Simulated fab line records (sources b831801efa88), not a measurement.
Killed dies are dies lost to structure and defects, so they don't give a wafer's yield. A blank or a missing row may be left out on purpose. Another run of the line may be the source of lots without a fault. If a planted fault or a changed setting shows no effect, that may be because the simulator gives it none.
Which tool did it? :: flow gf180mcu :: 12 lots, 36 wafers sampled, at 3 steps of a route of 602

== WHAT THE GAUGES SHOWED, per wafer ==
GF_V4_BOW_MEAS_05.
lot: L075
measured: day 23 18:06
on: filmMetro-01
V4_BOW (um): 138 140 141

lot: L077
measured: day 24 12:05
on: filmMetro-04
V4_BOW (um): 128 149 137

lot: L080
measured: day 25 17:12
on: filmMetro-04
V4_BOW (um): 130 127 128

lot: L081
measured: day 26 02:28
on: filmMetro-02
V4_BOW (um): 123 136 141

lot: L083
measured: day 26 22:10
on: filmMetro-02
V4_BOW (um): 138 141 149

lot: L085
measured: day 27 12:05
on: filmMetro-01
V4_BOW (um): 133 123 109

lot: L087
measured: day 28 04:07
on: filmMetro-02
V4_BOW (um): 139 123 131

lot: L089
measured: day 28 17:37
on: filmMetro-01
V4_BOW (um): 124 126 136

lot: L091
measured: day 29 09:41
on: filmMetro-02
V4_BOW (um): 137 138 130

lot: L094
measured: day 29 19:29
on: filmMetro-01
V4_BOW (um): 147 130 146

lot: L095
measured: day 30 05:58
on: filmMetro-02
V4_BOW (um): 142 130 137

lot: L097
measured: day 30 16:32
on: filmMetro-01
V4_BOW (um): 139 130 123

== EACH LOT AND THE TOOL THAT RAN IT (in order: tool; ch and the chambers of the sampled wafers; start) ==
lot: L075
GF_V3_ETCH_16: rieDiel-02 ch 0,2,3, day 22 16:07
GF_V3_SPUTTER_22: pvdSputter-04, day 22 16:56

lot: L077
GF_V3_ETCH_16: rieDiel-01 ch 0,2, day 23 09:34
GF_V3_SPUTTER_22: pvdSputter-04, day 23 10:19

lot: L080
GF_V3_ETCH_16: rieDiel-04 ch 1,2, day 24 16:22
GF_V3_SPUTTER_22: pvdSputter-03, day 24 17:05

lot: L081
GF_V3_ETCH_16: rieDiel-02 ch 0,3, day 25 01:52
GF_V3_SPUTTER_22: pvdSputter-04, day 25 02:35

lot: L083
GF_V3_ETCH_16: rieDiel-04 ch 0,2, day 25 22:13
GF_V3_SPUTTER_22: pvdSputter-02, day 25 22:59

lot: L085
GF_V3_ETCH_16: rieDiel-02 ch 1,2, day 26 12:57
GF_V3_SPUTTER_22: pvdSputter-04, day 26 13:40

lot: L087
GF_V3_ETCH_16: rieDiel-02 ch 0,1, day 27 05:22
GF_V3_SPUTTER_22: pvdSputter-03, day 27 06:06

lot: L089
GF_V3_ETCH_16: rieDiel-01 ch 1,3, day 27 18:43
GF_V3_SPUTTER_22: pvdSputter-03, day 27 19:29

lot: L091
GF_V3_ETCH_16: rieDiel-04 ch 0,1,3, day 28 11:10
GF_V3_SPUTTER_22: pvdSputter-02, day 28 11:53

lot: L094
GF_V3_ETCH_16: rieDiel-02 ch 0,2,3, day 28 21:13
GF_V3_SPUTTER_22: pvdSputter-02, day 28 22:25

lot: L095
GF_V3_ETCH_16: rieDiel-02 ch 0,3, day 29 08:21
GF_V3_SPUTTER_22: pvdSputter-03, day 29 09:06

lot: L097
GF_V3_ETCH_16: rieDiel-02 ch 1,3, day 29 20:00
GF_V3_SPUTTER_22: pvdSputter-04, day 29 20:43
- GF_V3_ETCH_16: etches BARC in N2/H2.
- GF_V3_SPUTTER_22: material TiN, target thk 10 nm, time 40 s.

== THE ANSWER, worked out from the rows above alone ==
Rule: what is usual is taken from the lots themselves. The widest of any qualifying gaps counts: lots, ordered by their means at a reading, are off when they make up no more than a third of the lots, leave a main group of 4 or more, and stand apart from it by 3 or more times the standard deviation of that group's means. The tables above print the reading to a certain number of digits; a main group whose means all agree to those digits is not used. Also off: a lot with no number at a reading for which 4 or more lots have one. The other lots that the step has rows for count as sound.
None of the lots is off at any reading shown; this tells nothing.

== WHAT THE SIMULATOR HAD INSERTED ==
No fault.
